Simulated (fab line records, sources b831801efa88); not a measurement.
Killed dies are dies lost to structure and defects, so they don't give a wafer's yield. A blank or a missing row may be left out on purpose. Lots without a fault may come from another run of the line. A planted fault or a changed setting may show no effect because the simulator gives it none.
fab line records | flow sky130
record lots=24 wafers=72 last_day=50
route steps=708 shown NWELL@34 GATE_OXIDE@189 LDD_LDN@296 SPACER@305 METAL1@434 VIA3@575
lots that met no fault: from a run of the same line without faults
start_h: hours from the record's first day to the start of the lot's first wafer shown | wait_h: hours since the lot's step before | " the same as in the row above | L1.1+2: a row that stands for several wafers | - no value, or no start given | * or withheld: withheld | < > ~ a bound
route shown NAME@n: a module of which the file shows steps, and the number in the route of the first | usual: mean/standard deviation of fault-free wafers | same: alike in all rows | chamber/n: place in a boat | sites: the reading at each site | _std_site: their standard deviation | _edge_site: outer sites' mean less inner sites' | radius_mm: how far each site lies from the wafer's centre | mask NAME#n: copy n | behind: the tool/chamber that last shaped the wafer | hold: why the lot was held/for how many hours/how that ended | device: the transistor (n, p or np) that didn't switch | end of line: the same wafers' tests at the end of the route | a step without rows: its recipe alone | killed: dies lost to structure and defects at the first sort, not the wafer's yield | map: a wafer's dies, x killed, . not, _ none there
set.NAME: the setting as run; set.NAME@STEP: as run at that earlier step | model.NAME: the simulator's own value behind a step, which no gauge read
steps of the route over a sample of lots; a table a step, a row a wafer
services: from which hour (start_h, from the record's first day; less than 0 if before it) a tool's chamber was out of use, for how many hours, and why
## steps
# step SKY_NWELL_THK_MEAS_02
# recipe reads=SiO2_of_NWELL_OXIDATION_01
# usual NWELL_OXIDATION_THK=10.06/0.18
# columns lot.wafer tool chamber start_h wait_h NWELL_OXIDATION_THK[nm]
L074.3 film_metro-04 - 36.68 0.0 9.87
L074.4 " - " " 9.88
L074.5 " - " " 9.78
L075.3 film_metro-02 - 40.48 0.0 9.84
L075.4 " - " " 9.97
L075.6 " - " " 10.20
L076.1 film_metro-01 - 46.51 0.0 9.87
L076.3 " - " " 10.13
L076.6 " - " " 10.04
L077.1 film_metro-02 - 57.58 0.0 10.03
L077.3 " - " " 9.91
L077.5 " - " " 10.37
L078.1 film_metro-04 - 65.68 0.0 9.83
L078.5 " - " " 9.79
L078.6 " - " " 9.80
L079.1 film_metro-04 - 67.78 0.0 9.95
L079.5 " - " " 10.05
L079.6 " - " " 10.08
L080.1 film_metro-01 - 70.70 0.0 9.91
L080.3 " - " " 9.98
L080.6 " - " " 10.06
L081.2 film_metro-02 - 74.85 0.0 9.91
L081.4 " - " " 9.83
L081.6 " - " " 9.93
L082.1 film_metro-04 - 81.17 0.0 9.94
L082.2 " - " " 9.87
L082.3 " - " " 9.88
L083.1 film_metro-01 - 88.03 0.0 9.81
L083.3 " - " " 9.91
L083.6 " - " " 9.85
L084.2 film_metro-04 - 89.21 0.0 10.08
L084.4 " - " " 10.00
L084.5 " - " " 10.26
L085.4 film_metro-02 - 91.86 0.0 10.04
L085.5 " - " " 9.86
L085.6 " - " " 10.02
L086.3 film_metro-04 - 99.40 0.0 10.19
L086.4 " - " " 10.19
L086.6 " - " " 10.35
L087.1 film_metro-02 - 103.68 0.0 10.27
L087.4 " - " " 10.01
L087.6 " - " " 10.23
L088.1 film_metro-04 - 110.87 0.0 9.97
L088.2 " - " " 9.89
L088.3 " - " " 9.90
L089.2 film_metro-04 - 115.67 0.0 9.78
L089.4 " - " " 9.79
L089.6 " - " " 9.76
L090.1 film_metro-02 - 119.91 0.0 10.09
L090.2 " - " " 10.27
L090.4 " - " " 10.06
L091.2 film_metro-04 - 126.85 0.0 10.40
L091.3 " - " " 10.34
L091.5 " - " " 10.39
L092.1 film_metro-01 - 131.27 0.0 10.37
L092.5 " - " " 10.33
L092.6 " - " " 10.46
L093.1 film_metro-04 - 135.07 0.0 10.21
L093.4 " - " " 10.20
L093.5 " - " " 10.33
L094.2 film_metro-01 - 145.90 0.0 10.28
L094.4 " - " " 10.25
L094.5 " - " " 10.14
L095.1 film_metro-02 - 148.80 0.0 10.14
L095.3 " - " " 10.08
L095.6 " - " " 10.01
L096.3 film_metro-01 - 154.19 0.0 10.24
L096.4 " - " " 10.17
L096.6 " - " " 10.07
L097.4 film_metro-02 - 157.01 0.0 10.34
L097.5 " - " " 10.27
L097.6 " - " " 10.27
# step SKY_GATE_OXIDE_THK_MEAS_02
# recipe reads=SiO2_of_GATE_OXIDE_OXIDATION_01
# usual GATE_OXIDE_OXIDATION_00_THK=10.27/0.18
# columns lot.wafer tool chamber start_h wait_h GATE_OXIDE_OXIDATION_00_THK[nm]
L074.3 film_metro-02 - 285.39 0.0 10.11
L074.4 " - " " 10.07
L074.5 " - " " 10.15
L075.3 film_metro-01 - 289.09 0.0 10.39
L075.4 " - " " 10.54
L075.6 " - " " 10.56
L076.1 film_metro-01 - 297.20 0.0 9.90
L076.3 " - " " 9.71
L076.6 " - " " 9.79
L077.1 film_metro-04 - 318.22 0.0 10.34
L077.3 " - " " 10.31
L077.5 " - " " 10.25
L078.1 film_metro-02 - 332.83 0.0 10.35
L078.5 " - " " 10.41
L078.6 " - " " 10.37
L079.1 film_metro-02 - 336.98 0.0 10.17
L079.5 " - " " 9.97
L079.6 " - " " 10.28
L080.1 film_metro-01 - 340.45 0.0 10.30
L080.3 " - " " 10.17
L080.6 " - " " 10.47
L081.2 film_metro-02 - 349.54 0.0 10.16
L081.4 " - " " 10.30
L081.6 " - " " 10.31
L082.1 film_metro-04 - 358.98 0.0 10.32
L082.2 " - " " 10.44
L082.3 " - " " 10.41
L083.1 film_metro-01 - 369.30 0.0 10.48
L083.3 " - " " 10.56
L083.6 " - " " 10.63
L084.2 film_metro-04 - 369.31 0.0 10.47
L084.4 " - " " 10.27
L084.5 " - " " 10.37
L085.4 film_metro-01 - 372.09 0.0 10.62
L085.5 " - " " 10.56
L085.6 " - " " 10.58
L086.3 film_metro-01 - 386.61 0.0 10.31
L086.4 " - " " 10.39
L086.6 " - " " 10.54
L087.1 film_metro-04 - 390.91 0.0 10.26
L087.4 " - " " 10.30
L087.6 " - " " 10.31
L088.1 film_metro-01 - 405.61 0.0 10.06
L088.2 " - " " 10.25
L088.3 " - " " 10.19
L089.2 film_metro-02 - 407.69 0.0 10.18
L089.4 " - " " 10.14
L089.6 " - " " 10.08
L090.1 film_metro-02 - 419.25 0.0 10.42
L090.2 " - " " 10.50
L090.4 " - " " 10.34
L091.2 film_metro-01 - 428.70 0.0 10.12
L091.3 " - " " 10.27
L091.5 " - " " 10.33
L092.1 film_metro-04 - 434.29 0.0 10.08
L092.5 " - " " 10.14
L092.6 " - " " 9.93
L093.1 film_metro-02 - 436.94 0.0 10.27
L093.4 " - " " 10.46
L093.5 " - " " 10.38
L094.2 film_metro-01 - 453.93 0.0 10.17
L094.4 " - " " 10.08
L094.5 " - " " 10.33
L095.1 film_metro-02 - 463.95 0.0 10.36
L095.3 " - " " 10.12
L095.6 " - " " 10.25
L096.3 film_metro-04 - 470.01 0.0 10.10
L096.4 " - " " 10.11
L096.6 " - " " 10.05
L097.4 film_metro-02 - 479.38 0.0 10.06
L097.5 " - " " 10.13
L097.6 " - " " 10.02
# step SKY_LDD_LDN_OVL_MEAS_07
# usual LDD_LDN_OVL=0.1/1.2
# columns lot.wafer tool chamber start_h wait_h LDD_LDN_OVL[nm]
L074.3 overlay-01 - 527.50 0.1 -0.5
L074.4 " - " " 1.7
L074.5 " - " " 0.0
L075.3 overlay-02 - 530.90 0.1 -0.1
L075.4 " - " " 0.9
L075.6 " - " " 0.6
L076.1 overlay-02 - 541.16 0.1 2.0
L076.3 " - " " 1.9
L076.6 " - " " 1.5
L077.1 overlay-01 - 563.34 0.1 0.8
L077.3 " - " " 1.0
L077.5 " - " " 0.8
L078.1 overlay-02 - 576.84 0.1 0.7
L078.5 " - " " 0.3
L078.6 " - " " 0.3
L079.1 overlay-02 - 582.89 0.1 -2.3
L079.5 " - " " -2.5
L079.6 " - " " -0.3
L080.1 overlay-01 - 588.69 0.1 0.1
L080.3 " - " " 0.6
L080.6 " - " " 0.6
L081.2 overlay-01 - 599.81 0.1 -0.7
L081.4 " - " " -0.3
L081.6 " - " " -1.2
L082.1 overlay-01 - 611.06 0.1 0.5
L082.2 " - " " 0.1
L082.3 " - " " 0.5
L083.1 overlay-01 - 622.04 0.1 1.5
L083.3 " - " " -1.6
L083.6 " - " " -1.0
L084.2 overlay-01 - 622.81 0.1 2.4
L084.4 " - " " -1.3
L084.5 " - " " 0.1
L085.4 overlay-02 - 629.56 0.1 -0.3
L085.5 " - " " 0.5
L085.6 " - " " -0.5
L086.3 overlay-02 - 636.72 0.1 0.5
L086.4 " - " " 2.6
L086.6 " - " " 0.7
L087.1 overlay-02 - 639.69 0.1 -1.2
L087.4 " - " " -0.3
L087.6 " - " " 0.2
L088.1 overlay-02 - 653.69 0.1 -0.8
L088.2 " - " " 0.0
L088.3 " - " " 0.2
L089.2 overlay-01 - 655.61 0.1 -0.8
L089.4 " - " " 3.1
L089.6 " - " " 1.4
L090.1 overlay-01 - 664.54 0.1 0.5
L090.2 " - " " 0.9
L090.4 " - " " 0.6
L091.2 overlay-02 - 674.24 0.1 1.3
L091.3 " - " " 0.2
L091.5 " - " " -1.9
L092.1 overlay-01 - 677.39 0.1 -1.7
L092.5 " - " " -2.9
L092.6 " - " " -2.9
L093.1 overlay-01 - 683.09 0.1 1.0
L093.4 " - " " -0.4
L093.5 " - " " -0.2
L094.2 overlay-01 - 699.14 0.1 0.1
L094.4 " - " " 1.5
L094.5 " - " " 2.4
L095.1 overlay-02 - 707.79 0.1 1.9
L095.3 " - " " 1.7
L095.6 " - " " 0.9
L096.3 overlay-02 - 713.07 0.1 0.6
L096.4 " - " " -2.1
L096.6 " - " " -1.0
L097.4 overlay-01 - 723.31 0.1 0.3
L097.5 " - " " 1.7
L097.6 " - " " 0.7
# step SKY_SPACER_THK_MEAS_01
# recipe reads=Si3N4_of_SPACER_CVD_00
# usual SPACER_CVD_00_THK=43.3/0.39
# columns lot.wafer tool chamber start_h wait_h SPACER_CVD_00_THK[nm]
L074.3 film_metro-04 - 529.56 0.0 43.5
L074.4 " - " " 43.6
L074.5 " - " " 43.5
L075.3 film_metro-04 - 533.17 0.0 43.6
L075.4 " - " " 43.7
L075.6 " - " " 43.1
L076.1 film_metro-04 - 543.81 0.0 43.0
L076.3 " - " " 43.0
L076.6 " - " " 43.3
L077.1 film_metro-02 - 565.99 0.0 43.2
L077.3 " - " " 43.3
L077.5 " - " " 43.1
L078.1 film_metro-01 - 581.35 0.0 43.8
L078.5 " - " " 43.6
L078.6 " - " " 43.7
L079.1 film_metro-02 - 586.77 0.0 42.9
L079.5 " - " " 43.1
L079.6 " - " " 42.9
L080.1 film_metro-02 - 592.39 0.0 43.1
L080.3 " - " " 43.5
L080.6 " - " " 43.0
L081.2 film_metro-02 - 602.02 0.0 43.6
L081.4 " - " " 43.4
L081.6 " - " " 43.7
L082.1 film_metro-02 - 613.11 0.0 43.6
L082.2 " - " " 43.6
L082.3 " - " " 43.8
L083.1 film_metro-01 - 624.64 0.0 43.6
L083.3 " - " " 43.7
L083.6 " - " " 43.9
L084.2 film_metro-02 - 625.86 0.0 42.4
L084.4 " - " " 42.1
L084.5 " - " " 42.8
L087.1 film_metro-04 - 645.44 0.0 42.9
L087.4 " - " " 43.4
L087.6 " - " " 42.8
L085.4 film_metro-02 - 645.45 0.0 43.6
L085.5 " - " " 44.3
L085.6 " - " " 43.5
L086.3 film_metro-01 - 645.47 0.0 43.5
L086.4 " - " " 43.2
L086.6 " - " " 43.6
L088.1 film_metro-01 - 656.98 0.0 43.3
L088.2 " - " " 43.1
L088.3 " - " " 43.4
L089.2 film_metro-04 - 658.20 0.0 43.3
L089.4 " - " " 43.0
L089.6 " - " " 43.0
L090.1 film_metro-04 - 666.59 0.0 43.5
L090.2 " - " " 43.2
L090.4 " - " " 43.1
L091.2 film_metro-01 - 676.30 0.0 43.0
L091.3 " - " " 42.7
L091.5 " - " " 42.8
L092.1 film_metro-01 - 680.95 0.0 43.6
L092.5 " - " " 43.4
L092.6 " - " " 43.4
L093.1 film_metro-01 - 685.74 0.0 42.9
L093.4 " - " " 42.9
L093.5 " - " " 43.0
L094.2 film_metro-04 - 701.20 0.0 43.8
L094.4 " - " " 44.0
L094.5 " - " " 43.8
L095.1 film_metro-01 - 710.22 0.0 43.1
L095.3 " - " " 43.0
L095.6 " - " " 43.1
L096.3 film_metro-01 - 715.44 0.0 43.2
L096.4 " - " " 42.8
L096.6 " - " " 43.2
L097.4 film_metro-01 - 728.97 0.0 43.0
L097.5 " - " " 42.9
L097.6 " - " " 42.8
# step SKY_METAL1_SPUTTER_00
# recipe material=Ti target_thk_nm=15 power_w=3000 time_s=10 chamber_pressure_pa=0.4
# usual throttle_valve_pct=29.8/1
# columns lot.wafer tool chamber start_h wait_h throttle_valve_pct
L074.3 pvd_sputter-01 - 736.17 0.2 30.5
L074.4 " - " " 30.9
L074.5 " - " " 29.1
L075.3 pvd_sputter-01 - 738.13 0.2 30.9
L075.4 " - " " 30.4
L075.6 " - " " 30.8
L076.1 pvd_sputter-04 - 749.41 0.1 27.8
L076.3 " - " " 28.8
L076.6 " - " " 30.3
L077.1 pvd_sputter-01 - 770.27 0.2 29.2
L077.3 " - " " 30.7
L077.5 " - " " 30.5
L078.1 pvd_sputter-01 - 786.90 0.1 29.3
L078.5 " - " " 29.2
L078.6 " - " " 30.7
L079.1 pvd_sputter-04 - 789.97 0.1 30.3
L079.5 " - " " 28.7
L079.6 " - " " 27.8
L080.1 pvd_sputter-01 - 793.12 0.2 30.8
L080.3 " - " " 30.5
L080.6 " - " " 31.2
L081.2 pvd_sputter-01 - 803.45 0.2 29.2
L081.4 " - " " 30.8
L081.6 " - " " 29.1
L082.1 pvd_sputter-04 - 814.63 0.2 28.9
L082.2 " - " " 27.9
L082.3 " - " " 28.8
L083.1 pvd_sputter-04 - 820.74 0.1 28.6
L083.3 " - " " 27.9
L083.6 " - " " 29.5
L084.2 pvd_sputter-04 - 823.30 0.1 29.2
L084.4 " - " " 27.7
L084.5 " - " " 30.1
L085.4 pvd_sputter-04 - 843.32 0.1 28.6
L085.5 " - " " 27.5
L085.6 " - " " 28.6
L087.1 pvd_sputter-01 - 843.90 0.1 30.4
L087.4 " - " " 29.1
L087.6 " - " " 30.5
L086.3 pvd_sputter-02 - 844.21 0.2 31.4
L086.4 " - " " 30.1
L086.6 " - " " 28.6
L088.1 pvd_sputter-01 - 852.22 0.1 29.2
L088.2 " - " " 30.6
L088.3 " - " " 30.4
L089.2 pvd_sputter-01 - 854.39 0.1 29.5
L089.4 " - " " 30.5
L089.6 " - " " 30.5
L090.1 pvd_sputter-02 - 860.53 0.2 28.8
L090.2 " - " " 29.2
L090.4 " - " " 31.3
L091.2 pvd_sputter-01 - 870.82 0.2 29.0
L091.3 " - " " 30.9
L091.5 " - " " 30.7
L092.1 pvd_sputter-02 - 874.57 0.2 28.5
L092.5 " - " " 28.7
L092.6 " - " " 29.3
L093.1 pvd_sputter-01 - 879.12 0.2 30.3
L093.4 " - " " 29.1
L093.5 " - " " 30.7
L094.2 pvd_sputter-04 - 894.95 0.1 28.6
L094.4 " - " " 27.8
L094.5 " - " " 27.7
L095.1 pvd_sputter-01 - 901.25 0.1 30.5
L095.3 " - " " 29.3
L095.6 " - " " 30.9
L096.3 pvd_sputter-04 - 908.07 0.2 27.8
L096.4 " - " " 30.1
L096.6 " - " " 28.8
L097.4 pvd_sputter-01 - 919.06 0.1 30.9
L097.5 " - " " 30.8
L097.6 " - " " 30.7
# step SKY_VIA3_CMP_02
# recipe material=SiO2 down_force_psi=4 platen_rpm=60 pad_velocity_m_s=0.94248
# usual motor_current_A=12.3/0.89
# columns lot.wafer tool chamber start_h wait_h motor_current_A
L074.4 cmp-01 0 903.48 0.0 11.9
L074.3 " 1 " " 11.9
L074.5 " 1 " " 11.8
L075.4 cmp-01 1 903.83 0.1 11.5
L075.3 " 2 " " 12.9
L075.6 " 1 " " 11.7
L076.3 cmp-01 1 913.65 0.0 11.9
L076.1 " 3 " " 10.1
L076.6 " 1 " " 12.4
L077.3 cmp-02 0 934.21 0.0 12.9
L077.1 " 2 " " 13.6
L077.5 " 1 " " 12.3
L078.1 cmp-02 2 949.72 0.1 13.1
L078.5 " 0 " " 12.2
L078.6 " 1 " " 12.4
L079.1 cmp-01 3 951.46 0.2 10.4
L079.6 " 0 " " 12.5
L079.5 " 1 " " 11.8
L080.1 cmp-01 3 954.20 0.1 11.3
L080.3 " 2 " " 13.7
L080.6 " 3 " " 10.8
L081.2 cmp-02 3 962.51 0.0 12.1
L081.4 " 0 " " 12.8
L081.6 " 3 " " 12.0
L082.2 cmp-02 2 974.15 0.0 14.1
L082.1 " 3 " " 11.4
L082.3 " 0 " " 12.3
L083.3 cmp-01 2 981.77 0.5 13.3
L083.1 " 0 " " 11.7
L083.6 " 1 " " 11.4
L084.2 cmp-01 2 982.12 0.5 13.7
L084.4 " 3 " " 10.2
L084.5 " 1 " " 11.4
L085.4 cmp-01 2 1000.14 0.2 13.6
L085.6 " 3 " " 10.8
L085.5 " 0 " " 12.7
L086.4 cmp-01 2 1002.43 0.1 14.5
L086.3 " 0 " " 13.2
L086.6 " 2 " " 13.5
L087.4 cmp-02 2 1002.69 0.1 13.7
L087.1 " 3 " " 11.7
L087.6 " 1 " " 12.5
L088.1 cmp-02 0 1008.29 0.1 12.0
L088.2 " 1 " " 11.8
L088.3 " 2 " " 12.6
L089.4 cmp-02 3 1009.59 0.1 11.8
L089.2 " 0 " " 12.5
L089.6 " 2 " " 13.8
L090.4 cmp-02 2 1014.88 0.1 14.1
L090.2 " 3 " " 12.9
L090.1 " 0 " " 12.3
L091.3 cmp-02 3 1025.59 0.1 12.3
L091.2 " 1 " " 12.1
L091.5 " 2 " " 13.9
L092.1 cmp-02 3 1029.24 0.2 12.5
L092.5 " 0 " " 11.6
L092.6 " 1 " " 11.9
L093.1 cmp-02 0 1031.53 0.1 12.1
L093.4 " 1 " " 11.5
L093.5 " 2 " " 13.0
L094.2 cmp-02 3 1044.80 0.0 12.6
L094.4 " 2 " " 13.6
L094.5 " 3 " " 12.0
L095.1 cmp-01 1 1051.86 0.1 12.3
L095.3 " 2 " " 13.6
L095.6 " 1 " " 12.0
L096.4 cmp-02 2 1057.05 0.0 13.7
L096.3 " 0 " " 13.1
L096.6 " 3 " " 11.9
L097.4 cmp-02 2 1065.38 0.1 13.7
L097.6 " 1 " " 11.8
L097.5 " 2 " " 13.5
## services
# columns tool chamber start_h hours kind
cmp-02 - 732.97 1.5 repair
cmp-01 - 744.00 4.0 pm
cmp-01 - 746.99 3.1 repair
pvd_sputter-02 - 747.81 3.5 repair
pvd_sputter-02 - 810.81 4.5 repair
pvd_sputter-01 0 835.51 - consumable_replace:kit
pvd_sputter-02 - 845.70 5.3 repair
cmp-02 - 848.60 5.0 pm
cmp-01 - 880.59 1.3 repair
pvd_sputter-02 - 882.27 3.4 repair
cmp-02 - 912.37 4.0 pm
cmp-02 - 914.12 1.3 repair
cmp-02 - 916.37 - consumable_replace:conditioner
cmp-02 - 916.37 - consumable_replace:pad
pvd_sputter-04 - 921.83 1.7 repair
pvd_sputter-02 - 933.33 1.2 repair
pvd_sputter-02 - 935.67 5.1 repair
pvd_sputter-04 - 942.29 3.1 repair
cmp-01 - 961.76 6.2 pm
cmp-02 - 976.88 5.7 repair
pvd_sputter-01 - 1002.92 2.7 repair
cmp-02 - 1017.01 0.7 repair
pvd_sputter-01 - 1052.08 0.5 repair
pvd_sputter-02 - 1056.55 1.4 repair
## key
fault none
